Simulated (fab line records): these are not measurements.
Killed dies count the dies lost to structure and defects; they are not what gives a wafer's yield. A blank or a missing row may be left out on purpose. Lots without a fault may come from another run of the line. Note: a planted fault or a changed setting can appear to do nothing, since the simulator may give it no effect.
Chamber matching | flow sky130 | SKY_VIA2_CMP_02 on cmp-01 has 4 sister chambers
The step polishes SiO2. 8 wafers are shown with their chamber, then 7 later ones without.

== EACH WAFER AND ITS CHAMBER ==
wafer  | chamber | motorCurrentA (A)
L265.5 | 1       | 11.9
L268.4 | 1       | 12.9
L270.5 | 0       | 15.0
L271.3 | 2       | 13.6
L271.5 | 2       | 13.3
L271.6 | 3       | 12.6
L273.1 | 0       | 14.9
L273.3 | 3       | 13.6

== WAFERS WHOSE CHAMBER IS MISSING ==
wafer  | motorCurrentA (A)
L273.5 | 13.7
L283.2 | 14.8
L283.3 | 12.7
L283.6 | 14.9
L284.1 | 12.8
L284.2 | 12.8
L284.3 | 14.8

== EACH ONE'S CHAMBER ==
wafer  | from the rows above          | in truth
L273.5 | can't be placed: 2 or 3 or 0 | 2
L283.2 | 0                            | 0
L283.3 | can't be placed: 1 or 3 or 2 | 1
L283.6 | 0                            | 0
L284.1 | can't be placed: 3 or 1 or 2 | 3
L284.2 | can't be placed: 3 or 1 or 2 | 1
L284.3 | 0                            | 0
Correct placement for 3 of the 7. Cannot be placed on the basis of these rows: 4; the candidates contain the true chamber in 4. 0 placed wrongly.
How it was worked out, from the rows above alone: a wafer's distance from a chamber is the root of the sum, over the readings, of the square of ((its reading less the chamber's mean) divided by the reading's scatter). The wafer belongs to the nearest chamber; if the next one is less than 2 further off, it can't be placed. Each chamber's mean is taken over the wafers shown for it. The scatter: the root of (the sum of the squares of (reading less its chamber's mean) over the shown wafers, divided by (wafers less chambers)).
